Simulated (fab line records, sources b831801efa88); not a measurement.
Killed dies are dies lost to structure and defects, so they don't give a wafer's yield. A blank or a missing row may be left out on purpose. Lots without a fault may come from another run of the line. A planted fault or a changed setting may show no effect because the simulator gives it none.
fab line records | flow sky130
record lots=6 wafers=18 last_day=50
route steps=708 shown METAL1@441 PAD_OPEN@708
lots that met no fault: from a run of the same line without faults
start_h: hours from the record's first day to the start of the lot's first wafer shown | wait_h: hours since the lot's step before | " the same as in the row above | L1.1+2: a row that stands for several wafers | - no value, or no start given | * or withheld: withheld | < > ~ a bound
route shown NAME@n: a module of which the file shows steps, and the number in the route of the first | usual: mean/standard deviation of fault-free wafers | same: alike in all rows | chamber/n: place in a boat | sites: the reading at each site | _std_site: their standard deviation | _edge_site: outer sites' mean less inner sites' | radius_mm: how far each site lies from the wafer's centre | mask NAME#n: copy n | behind: the tool/chamber that last shaped the wafer | hold: why the lot was held/for how many hours/how that ended | device: the transistor (n, p or np) that didn't switch | end of line: the same wafers' tests at the end of the route | a step without rows: its recipe alone | killed: dies lost to structure and defects at the first sort, not the wafer's yield | map: a wafer's dies, x killed, . not, _ none there
set.NAME: the setting as run; set.NAME@STEP: as run at that earlier step | model.NAME: the simulator's own value behind a step, which no gauge read
lots at some steps of the route; a table a step, a row a wafer
services: from which hour (start_h, from the record's first day; less than 0 if before it) a tool's chamber was out of use, for how many hours, and why
## steps
# step SKY_METAL1_DEHYDRATE_07
# recipe temp_c=200 time_s=60
# step SKY_METAL1_HMDS_08
# recipe prime_time_s=60 prime_temp_c=120
# step SKY_METAL1_COAT_09
# recipe resist=BARC temp_c=withheld time_s=withheld spin_rpm=3000 resist_thk_nm=60
# step SKY_METAL1_COAT_10
# recipe resist=KrF-thick spin_rpm=3000 resist_thk_nm=450
# step SKY_METAL1_SOFTBAKE_11
# recipe temp_c=100 time_s=90 resist=KrF-thick
# step SKY_METAL1_EXPOSE_12
# recipe mask_id=MM1 na=0.8 source_shape=annular sigma_inner=0.55 sigma_outer=0.85 target_cd_nm=140 dose_mj=28
# step SKY_METAL1_PEB_13
# recipe peb_temp_c=withheld peb_time_s=withheld resist=KrF-thick
# step SKY_METAL1_DEVELOP_14
# recipe develop_time_s=60 resist=KrF-thick dev_temp_c=21
# step SKY_METAL1_CD_MEAS_15
# recipe target_cd_nm=140
# usual cd_nm=139.9/1.7
# columns lot.wafer tool chamber start_h wait_h cd_nm
L249.2 cd_sem-01 - 762.59 - 136.7
L249.5 " - " " 136.4
L249.6 " - " " 136.5
L252.3 cd_sem-02 - 803.33 - 140.0
L252.4 " - " " 141.7
L252.6 " - " " 140.3
L267.4 cd_sem-02 - 903.42 - 138.7
L267.5 " - " " 139.3
L267.6 " - " " 138.5
L268.1 cd_sem-01 - 904.31 - 140.3
L268.3 " - " " 140.5
L268.6 " - " " 140.7
L269.2 cd_sem-02 - 910.33 - 141.3
L269.4 " - " " 142.4
L269.6 " - " " 143.1
L270.2 cd_sem-02 - 947.66 - 138.5
L270.4 " - " " 139.4
L270.6 " - " " 139.1
# step SKY_METAL1_OVL_MEAS_16
# usual METAL1_OVL=1/5.5
# columns lot.wafer tool chamber start_h wait_h METAL1_OVL[nm]
L249.2 overlay-02 - 762.69 0.1 1
L249.5 " - " " 5
L249.6 " - " " 8
L252.3 overlay-01 - 803.42 0.1 1
L252.4 " - " " -1
L252.6 " - " " 1
L267.4 overlay-02 - 903.50 0.1 1
L267.5 " - " " 14
L267.6 " - " " 5
L268.1 overlay-02 - 904.43 0.1 -3
L268.3 " - " " -8
L268.6 " - " " -6
L269.2 overlay-01 - 910.44 0.1 -3
L269.4 " - " " -4
L269.6 " - " " -1
L270.2 overlay-02 - 947.76 0.1 8
L270.4 " - " " 0
L270.6 " - " " 10
# step SKY_METAL1_DESCUM_17
# recipe chemistry=O2 source_power_w=150 bias_power_w=0 pressure_mtorr=10 temp_c=40 time_s=8
# usual drypump_motor_current_A=5.8/0.67 oes_product_au=1.001/0.015
# columns lot.wafer tool chamber start_h wait_h drypump_motor_current_A oes_product_au rf_hours_counter_h
L249.2 rie_metal-03 0 762.72 0.0 6.0 1.013 9
L249.5 " 1 " " 6.0 1.005 -
L249.6 " 0 " " 6.0 1.007 -
L252.3 rie_metal-01 1 803.45 0.0 4.7 0.976 -
L252.4 " 0 " " 6.8 1.008 -
L252.6 " 1 " " 4.7 0.986 -
L267.4 rie_metal-03 1 903.53 0.0 6.0 1.014 -
L267.5 " 1 " " 6.0 1.009 -
L267.6 " 0 " " 6.0 1.022 -
L268.1 rie_metal-03 1 904.47 0.0 6.0 1.012 5
L268.3 " 1 " " 6.1 1.015 -
L268.6 " 1 " " 6.1 1.022 -
L269.2 rie_metal-04 0 910.47 0.0 5.9 0.982 5
L269.4 " 0 " " 6.0 0.986 -
L269.6 " 0 " " 6.0 0.985 -
L270.2 rie_metal-04 0 947.80 0.0 6.0 0.977 -
L270.4 " 0 " " 6.0 0.989 -
L270.6 " 0 " " 6.0 0.981 -
# step SKY_METAL1_ETCH_18
# recipe chemistry=N2/H2 target=BARC ion_energy_ev=200 bias_w=100 pressure_mtorr=30 n2_flow_sccm=100 h2_flow_sccm=200 icp_w=500 stop_on=SiO2 time_s=45.9 target_depth_a=600
# usual bias_w=100.0/0.31 drypump_motor_current_A=5.8/0.67 oes_product_au=0.855/0.0048 throttle_valve_pct=13.224/0.01
# columns lot.wafer tool chamber start_h wait_h bias_w drypump_motor_current_A oes_product_au rf_hours_counter_h throttle_valve_pct
L249.2 rie_metal-03 0 762.75 0.0 100.3 6.0 0.852 9 13.211
L249.5 " 1 " " 100.0 6.1 0.853 - 13.201
L249.6 " 0 " " 100.1 6.0 0.854 - 13.221
L252.3 rie_metal-01 1 803.50 0.0 99.6 4.8 0.856 - 13.224
L252.4 " 0 " " 100.1 6.8 0.854 - 13.215
L252.6 " 1 " " 99.8 4.8 0.857 - 13.235
L267.4 rie_metal-03 1 903.57 0.0 100.3 6.0 0.856 - 13.238
L267.5 " 1 " " 100.0 6.0 0.854 - 13.224
L267.6 " 0 " " 100.1 6.0 0.853 - 13.240
L268.1 rie_metal-03 1 904.50 0.0 100.2 6.1 0.854 5 13.225
L268.3 " 1 " " 99.8 6.1 0.858 - 13.214
L268.6 " 1 " " 99.8 6.0 0.855 - 13.228
L269.2 rie_metal-04 0 910.50 0.0 100.2 6.0 0.863 5 13.222
L269.4 " 0 " " 100.3 6.0 0.856 - 13.221
L269.6 " 0 " " 100.4 6.0 0.856 - 13.223
L270.2 rie_metal-04 0 947.88 0.1 99.3 5.9 0.843 - 13.240
L270.4 " 0 " " 99.6 5.9 0.850 - 13.222
L270.6 " 0 " " 100.1 5.9 0.860 - 13.207
# step SKY_METAL1_METAL_ETCH_19
# recipe target_depth_a=3600 stop_on=SiO2 over_etch_frac=0.3 time_s=78 chemistry=Cl2/BCl3 resist_sidewall_deg=88 pressure_mtorr=10 icp_w=900 bias_w=48.5 Cl2_flow_sccm=60 bcl3_flow_sccm=30
# usual bias_w=48.50/0.15 drypump_motor_current_A=5.8/0.66 oes_product_au=0.855/0.0062 throttle_valve_pct=22.266/0.0093
# columns lot.wafer tool chamber start_h wait_h bias_w drypump_motor_current_A oes_product_au rf_hours_counter_h throttle_valve_pct
L249.2 rie_metal-03 0 762.82 0.0 48.80 6.0 0.864 9 22.284
L249.5 " 1 " " 48.56 6.0 0.857 - 22.262
L249.6 " 0 " " 48.82 6.0 0.858 - 22.267
L252.3 rie_metal-01 1 803.57 0.1 48.59 4.7 0.865 - 22.265
L252.4 " 0 " " 48.50 6.8 0.862 - 22.269
L252.6 " 1 " " 48.43 4.8 0.869 - 22.273
L267.4 rie_metal-03 1 903.64 0.1 46.82 6.0 0.860 - 22.266
L267.5 " 1 " " 46.62 6.0 0.850 - 22.275
L267.6 " 0 " " 46.92 6.0 0.849 - 22.250
L268.1 rie_metal-03 1 904.56 0.0 46.76 6.0 0.863 5 22.255
L268.3 " 1 " " 46.88 6.0 0.861 - 22.262
L268.6 " 1 " " 46.99 6.1 0.858 - 22.275
L269.2 rie_metal-04 0 910.56 0.0 48.50 6.0 0.848 5 22.272
L269.4 " 0 " " 48.48 6.0 0.852 - 22.270
L269.6 " 0 " " 48.60 6.0 0.852 - 22.259
L270.2 rie_metal-04 0 948.01 0.1 48.65 5.9 0.856 - 22.275
L270.4 " 0 " " 48.34 5.9 0.842 - 22.250
L270.6 " 0 " " 48.54 5.9 0.848 - 22.273
# step SKY_METAL1_STRIP_20
# recipe chemistry=O2/N2 power_w=1400 pressure_mtorr=1500 platen_temp_c=withheld o2_flow_sccm=3000 n2_flow_sccm=300 overash_fraction=0.5
# usual drypump_motor_current_A=5.28/0.26 oes_product_au=0.343/0.0056 strip_time_to_endpoint_s=2.70/0.071
# columns lot.wafer tool chamber start_h wait_h drypump_motor_current_A oes_product_au rf_hours_counter_h strip_time_to_endpoint_s
L249.2 plasma_asher-01 1 762.91 0.1 5.00 0.348 64 2.65
L249.5 " 0 " " 5.47 0.331 - 2.69
L249.6 " 1 " " 4.97 0.334 - 2.59
L252.3 plasma_asher-03 1 803.66 0.1 5.25 0.347 - 2.82
L252.4 " 0 " " 5.56 0.344 - 2.77
L252.6 " 1 " " 5.25 0.350 - 2.78
L267.4 plasma_asher-01 1 903.74 0.1 4.99 0.343 - 2.68
L267.5 " 1 " " 4.92 0.340 - 2.70
L267.6 " 0 " " 5.53 0.344 - 2.68
L268.1 plasma_asher-03 0 904.65 0.1 5.54 0.344 16 2.67
L268.3 " 1 " " 5.28 0.334 - 2.65
L268.6 " 1 " " 5.26 0.344 - 2.69
L269.2 plasma_asher-01 0 910.65 0.1 5.53 0.358 77 2.79
L269.4 " 0 " " 5.53 0.356 - 2.77
L269.6 " 0 " " 5.57 0.348 - 2.77
L270.2 plasma_asher-02 1 948.16 0.1 4.95 0.348 55 2.76
L270.4 " 0 " " 5.50 0.349 - 2.78
L270.6 " 0 " " 5.51 0.345 - 2.81
# step SKY_PAD_OPEN_PROBE_99
# usual defect_limited_yield=82.5/2 killed_at_M0_to_M3=43/7.3 killed_at_M4_up=3.5/2.2 killed_at_contacts=24/5.3 killed_at_front_end=15/4.2 killed_at_other=0.3/0.67 killed_dies=86/9.8 killed_open=47/7.2 killed_short=39/6.5 sort_bin_3_pad_short=0.9/0.42 sort_bin_5_function=10.4/1.5 sort_bin_6_memory=6.3/1.2 sort_n_pass=406/9.9 sort_yield_pct=82.5/2
# same gross_dies=492 killed_at_back_side=0 sort_bin_4_leakage[%]=0 sort_bin_8_speed[%]=0
# columns lot.wafer tool chamber start_h wait_h defect_limited_yield[%] killed_at_M0_to_M3 killed_at_M4_up killed_at_contacts killed_at_front_end killed_at_other killed_dies killed_open killed_short sort_bin_3_pad_short[%] sort_bin_5_function[%] sort_bin_6_memory[%] sort_n_pass sort_yield_pct[%]
L249.2 prober-02 - 1077.07 0.1 84.1 36 5 20 15 2 78 42 36 0.8 9.1 5.9 414 84.1
L249.5 prober-02 - 1077.22 0.2 80.7 43 2 35 15 0 95 54 41 1.2 11.8 6.3 397 80.7
L249.6 prober-02 - 1077.27 0.2 83.1 43 5 23 12 0 83 44 39 1.0 10.0 5.9 409 83.1
L252.3 prober-01 - 1107.57 0.2 84.1 34 5 27 12 0 78 43 35 0.4 8.7 6.7 414 84.1
L252.4 prober-01 - 1107.62 0.2 78.5 55 11 23 17 0 106 60 46 0.6 15.7 5.3 386 78.5
L252.6 prober-01 - 1107.72 0.2 83.5 36 4 26 15 0 81 48 32 0.4 9.8 6.3 411 83.5
L267.4 prober-02 - 1179.05 0.2 83.3 40 5 22 15 0 82 54 28 1.0 8.1 7.5 410 83.3
L267.5 prober-02 - 1179.10 0.2 79.9 53 3 22 21 0 99 49 50 1.0 10.4 8.7 393 79.9
L267.6 prober-02 - 1179.15 0.2 85.0 44 1 20 9 0 74 33 41 0.4 8.1 6.5 418 85.0
L268.1 prober-01 - 1181.26 0.1 80.1 56 2 23 16 1 98 57 41 0.4 12.4 7.1 394 80.1
L268.3 prober-01 - 1181.36 0.2 81.9 49 2 25 13 0 89 57 30 0.4 11.8 5.9 403 81.9
L268.6 prober-01 - 1181.51 0.2 81.1 48 7 22 16 0 93 43 50 1.2 11.4 6.3 399 81.1
L269.2 prober-02 - 1184.42 0.1 79.7 58 3 18 21 0 100 53 47 1.0 13.6 5.7 392 79.7
L269.4 prober-02 - 1184.52 0.2 79.7 49 1 25 25 0 100 57 43 1.6 11.6 7.1 392 79.7
L269.6 prober-02 - 1184.62 0.2 82.5 42 3 24 17 0 86 46 39 0.8 10.8 5.9 406 82.5
L270.2 prober-02 - 1205.69 0.1 85.4 40 8 17 7 0 72 37 34 1.0 7.7 5.9 420 85.4
L270.4 prober-02 - 1205.79 0.2 81.7 45 7 26 12 0 90 41 49 1.4 10.6 6.3 402 81.7
L270.6 prober-02 - 1205.89 0.2 81.3 34 6 30 22 0 92 51 38 1.0 12.2 5.5 400 81.3
# killed by level:class
L249.2 VIA1:geometric_particle:open=9 VIA3:geometric_particle:open=7 LI_CONTACT:geometric_particle:open=6 LOCAL_INTERCONNECT:geometric_particle:short=6 FIELD_ISO:geometric_particle:short=5 CONTACT:geometric_particle:open=5 METAL1:geometric_particle:short=4 METAL3:geometric_particle:short=4
L249.5 CONTACT:geometric_particle:open=12 VIA1:geometric_particle:open=11 LI_CONTACT:geometric_particle:open=8 CONTACT:geometric_particle:short=8 METAL1:geometric_particle:short=7 METAL1:geometric_particle:open=6 LOCAL_INTERCONNECT:geometric_particle:short=5 FIELD_ISO:geometric_particle:open=4
L249.6 VIA1:geometric_particle:open=13 CONTACT:geometric_particle:open=7 FIELD_ISO:geometric_particle:short=6 CONTACT:geometric_particle:short=6 VIA2:geometric_particle:open=6 METAL1:geometric_particle:short=5 VIA1:geometric_particle:short=5 LI_CONTACT:geometric_particle:open=4
L252.3 CONTACT:geometric_particle:open=11 LI_CONTACT:geometric_particle:open=8 VIA1:geometric_particle:open=8 VIA2:geometric_particle:open=6 VIA3:geometric_particle:short=6 POLY_GATE:geometric_particle:short=5 METAL2:geometric_particle:short=5 VIA3:geometric_particle:open=5
L252.4 VIA3:geometric_particle:open=12 CONTACT:geometric_particle:open=9 VIA1:geometric_particle:open=9 LI_CONTACT:geometric_particle:open=8 METAL4:geometric_particle:short=8 METAL2:geometric_particle:short=7 POLY_GATE:geometric_particle:short=5 VIA1:geometric_particle:short=5
L252.6 VIA1:geometric_particle:open=12 CONTACT:geometric_particle:open=10 LI_CONTACT:geometric_particle:open=8 POLY_GATE:geometric_particle:open=7 VIA1:geometric_particle:short=6 VIA2:geometric_particle:short=5 LOCAL_INTERCONNECT:geometric_particle:short=4 VIA3:geometric_particle:open=4
L267.4 CONTACT:geometric_particle:open=11 VIA1:geometric_particle:open=9 LI_CONTACT:geometric_particle:open=8 METAL2:geometric_particle:short=6 FIELD_ISO:geometric_particle:open=5 VIA2:geometric_particle:open=5 VIA3:geometric_particle:open=5 POLY_GATE:geometric_particle:short=3
L267.5 VIA1:geometric_particle:open=12 METAL1:geometric_particle:short=8 POLY_GATE:geometric_particle:open=6 LI_CONTACT:geometric_particle:open=6 CONTACT:geometric_particle:open=6 VIA1:geometric_particle:short=6 METAL2:geometric_particle:short=6 POLY_GATE:geometric_particle:short=5
L267.6 METAL2:geometric_particle:short=10 CONTACT:geometric_particle:open=8 VIA1:geometric_particle:short=8 METAL1:geometric_particle:short=7 VIA2:geometric_particle:open=6 VIA1:geometric_particle:open=6 VIA3:geometric_particle:open=6 LOCAL_INTERCONNECT:geometric_particle:short=4
L268.1 VIA1:geometric_particle:open=15 CONTACT:geometric_particle:open=10 METAL2:geometric_particle:short=9 VIA3:geometric_particle:open=9 VIA2:geometric_particle:open=8 FIELD_ISO:geometric_particle:short=6 VIA1:geometric_particle:short=5 LI_CONTACT:geometric_particle:open=4
L268.3 VIA1:geometric_particle:open=13 VIA2:geometric_particle:open=11 CONTACT:geometric_particle:open=9 LI_CONTACT:geometric_particle:open=6 METAL1:geometric_particle:short=6 METAL2:geometric_particle:short=6 VIA3:geometric_particle:open=5 LOCAL_INTERCONNECT:geometric_particle:short=4
L268.6 VIA1:geometric_particle:open=12 METAL2:geometric_particle:short=7 VIA1:geometric_particle:short=7 LI_CONTACT:geometric_particle:open=7 VIA2:geometric_particle:open=5 LOCAL_INTERCONNECT:geometric_particle:short=5 METAL1:geometric_particle:short=5 POLY_GATE:geometric_particle:open=4
L269.2 VIA1:geometric_particle:open=17 METAL1:geometric_particle:short=10 CONTACT:geometric_particle:open=8 VIA3:geometric_particle:open=7 FIELD_ISO:geometric_particle:short=6 POLY_GATE:geometric_particle:open=5 CONTACT:geometric_particle:short=5 VIA1:geometric_particle:short=5
L269.4 VIA1:geometric_particle:open=9 VIA2:geometric_particle:open=9 CONTACT:geometric_particle:open=8 VIA1:geometric_particle:short=8 VIA3:geometric_particle:open=8 FIELD_ISO:geometric_particle:open=7 LI_CONTACT:geometric_particle:open=7 FIELD_ISO:geometric_particle:short=5
L269.6 VIA1:geometric_particle:open=10 LI_CONTACT:geometric_particle:open=8 LOCAL_INTERCONNECT:geometric_particle:short=6 VIA1:geometric_particle:short=6 VIA3:geometric_particle:open=6 VIA2:geometric_particle:open=5 POLY_GATE:geometric_particle:open=4 FIELD_ISO:geometric_particle:short=4
L270.2 VIA1:geometric_particle:open=11 CONTACT:geometric_particle:open=8 METAL2:geometric_particle:short=8 METAL4:geometric_particle:short=7 VIA3:geometric_particle:open=6 LI_CONTACT:geometric_particle:open=5 METAL1:geometric_particle:short=5 LOCAL_INTERCONNECT:geometric_particle:short=3
L270.4 VIA1:geometric_particle:open=12 CONTACT:geometric_particle:open=10 LOCAL_INTERCONNECT:geometric_particle:short=8 METAL4:geometric_particle:short=7 CONTACT:geometric_particle:short=5 VIA1:geometric_particle:short=5 VIA2:geometric_particle:open=5 VIA3:geometric_particle:short=5
L270.6 CONTACT:geometric_particle:open=14 VIA1:geometric_particle:open=12 POLY_GATE:geometric_particle:open=9 LI_CONTACT:geometric_particle:short=6 METAL4:geometric_particle:short=6 POLY_GATE:geometric_particle:short=4 LOCAL_INTERCONNECT:geometric_particle:short=4 CONTACT:geometric_particle:short=4
## services
# columns tool chamber start_h hours kind
plasma_asher-03 0 742.80 - clean
plasma_asher-03 1 742.80 - clean
rie_metal-04 - 761.78 0.5 repair
plasma_asher-01 - 764.31 3.1 repair
rie_metal-04 - 771.78 0.2 repair
rie_metal-03 1 785.64 - clean
rie_metal-03 1 785.64 21.1 scheduled_down
rie_metal-03 1 785.64 21.1 vent_cycle
rie_metal-04 0 810.19 7.5 repair
plasma_asher-03 - 833.43 8.4 repair
rie_metal-03 - 850.76 2.8 pm
plasma_asher-01 - 865.53 14.6 pm
rie_metal-04 - 880.29 0.5 repair
rie_metal-04 - 881.72 28.1 pm
rie_metal-01 0 889.13 12.9 repair
rie_metal-03 0 909.41 6.1 repair
rie_metal-01 - 909.82 2.8 pm
rie_metal-04 1 946.79 - clean
rie_metal-04 1 946.79 21.0 scheduled_down
rie_metal-04 1 946.79 21.0 vent_cycle
## key
first_sign step=SKY_METAL1_METAL_ETCH_19 reading=bias_w direction=down sigmas=11 usual=48.50 struck=46.83
effect none on later readings
met_at SKY_METAL1_METAL_ETCH_19
struck_wafers L267.4,L267.5,L267.6,L268.1,L268.3,L268.6
onset_between 762.82 903.64
fault kind=process_parameter_drift tool=rie_metal-03 chamber=- onset_h=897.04 steps=SKY_METAL1_METAL_ETCH_19 channel=bias_w offset=-1.56 shape=step end_h=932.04 acts_in=these_recipes_only stated=48.5
